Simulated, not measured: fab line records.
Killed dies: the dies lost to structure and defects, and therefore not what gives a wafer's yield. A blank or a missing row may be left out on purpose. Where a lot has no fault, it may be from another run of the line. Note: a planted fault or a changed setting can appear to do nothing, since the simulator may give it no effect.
Split-lot experiment    flow sky130    on a route of 708 steps: 5 lots, 23 wafers read

== THE SPLIT ITSELF ==
At SKY_PWDE_IMPLANT_08, the setting dose cm2 was moved away from the recipe's 3.6e+12 on 8 of the 23 wafers read, by -6.8% to +6.5%. All remaining wafers had this setting at the recipe value.

== FROM THE SPLIT TO THE READING: what the file shows between them, 7 steps ==
- SKY_PWDE_STRIP_09: strips in O2/N2
- SKY_PWDE_TW_MEAS_10
- SKY_NWELL_IMPLANT_24 (also split here: dose cm2)
- SKY_NWELL_STRIP_25: strips in O2/N2
- SKY_NWELL_TW_MEAS_26
- SKY_NWELL_CLEAN_27: cleans in SC1/SC2, time 150 s
- SKY_NWELL_RTA_28: time 30 s

== THE READING ==
PWDE_RS, in ohm/sq, at SKY_NWELL_RS_MEAS_31 (measures by four-point-probe). On this fab line, fault-free wafers typically give 5277 ohm/sq with a standard deviation of 18 ohm/sq.

wafer   tool, chamber at the split  dose cm2 as run  against the recipe  PWDE_RS, ohm/sq  against lot-mates on the recipe
L077.1  implanter-04, 0             3.6e+12          recipe              5279             -
L077.2  implanter-04, 0             3.6e+12          recipe              5296             -
L077.4  implanter-04, 0             3.6e+12          recipe              5264             -
L077.5  implanter-04, 0             3.818e+12        +6.1%               5046             -234
L077.6  implanter-04, 0             3.818e+12        +6.1%               5036             -244
L078.1  implanter-02, 0             3.6e+12          recipe              5270             -
L078.2  implanter-02, 0             3.354e+12        -6.8%               5554             +301
L078.3  implanter-02, 0             3.6e+12          recipe              5258             -
L078.4  implanter-02, 0             3.6e+12          recipe              5232             -
L078.5  implanter-02, 0             3.354e+12        -6.8%               5563             +310
L081.1  implanter-04, 0             3.6e+12          recipe              5283             -
L081.4  implanter-04, 0             3.6e+12          recipe              5282             -
L081.5  implanter-04, 0             3.6e+12          recipe              5280             -
L082.2  implanter-03, 0             3.6e+12          recipe              5288             -
L082.3  implanter-03, 0             3.834e+12        +6.5%               5026             -254
L082.4  implanter-03, 0             3.6e+12          recipe              5251             -
L082.5  implanter-03, 0             3.834e+12        +6.5%               5038             -242
L082.6  implanter-03, 0             3.6e+12          recipe              5300             -
L085.1  implanter-02, 0             3.6e+12          recipe              5246             -
L085.2  implanter-02, 0             3.6e+12          recipe              5260             -
L085.3  implanter-02, 0             3.778e+12        +4.9%               5056             -197
L085.4  implanter-02, 0             3.778e+12        +4.9%               5046             -207
L085.5  implanter-02, 0             3.6e+12          recipe              5252             -

FIT RESULTS
A straight line over all 23 wafers: PWDE_RS changes by -40.1 ohm/sq for each +1% of dose cm2; r = -0.99; the points scatter about the line by 20 ohm/sq.
The same after taking each lot's own level away (the mean of its wafers on the recipe; 23 wafers): -41.3 ohm/sq for each +1%; r = -1.00; scatter 15 ohm/sq.
On that fit, the largest move of dose cm2 shifts the reading by 2.8e+02 ohm/sq.
The lots' own levels span 5252.7 to 5281.7 ohm/sq, that is 1.6 times the standard deviation above.
The two slopes are in agreement: the lot-to-lot level therefore moves the slope only a little.
Check: with one of the wafers moved furthest among these (-6.8%) left out of the fit, the line predicts +282 ohm/sq for it against its lot-mates. It came out at +301 ohm/sq against them.

== OTHER SPLITS APPLIED TO THESE WAFERS ==
Note: prior to the reading, these wafers also went through further splits. Each is held against what the fit with the lots' levels taken away leaves over:
other split on the same wafers        wafers away from the commonest value  r with PWDE_RS (lot level and that fit taken away)
SKY_FIELD_ISO_CVD_03 temp c           15                                    -0.18
SKY_FIELD_ISO_CLEAN_19 time s         10                                    -0.10
SKY_FIELD_ISO_WET_ETCH_28 time s      15                                    +0.12
SKY_DNWELL_COAT_02 resist thk nm      6                                     -0.03
SKY_DNWELL_DEVELOP_06 develop time s  8                                     -0.16
SKY_NWELL_IMPLANT_24 dose cm2         8                                     -0.25

== THE WHOLE CHAIN: every reading that the file lists as answering this split, in the file's order ==
step                  what it does                  reading  change (the file's fit)            r (the file's)
SKY_PWDE_TW_MEAS_10                                 PWDE_TW  +1.05 for each +1% of the setting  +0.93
SKY_NWELL_RS_MEAS_31  measures by four-point-probe  PWDE_RS  -40.9 for each +1% of the setting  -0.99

== THE FILE'S OWN FIT ==
PWDE_RS changes by -40.9 ohm/sq for each +1% of dose cm2, r = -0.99.
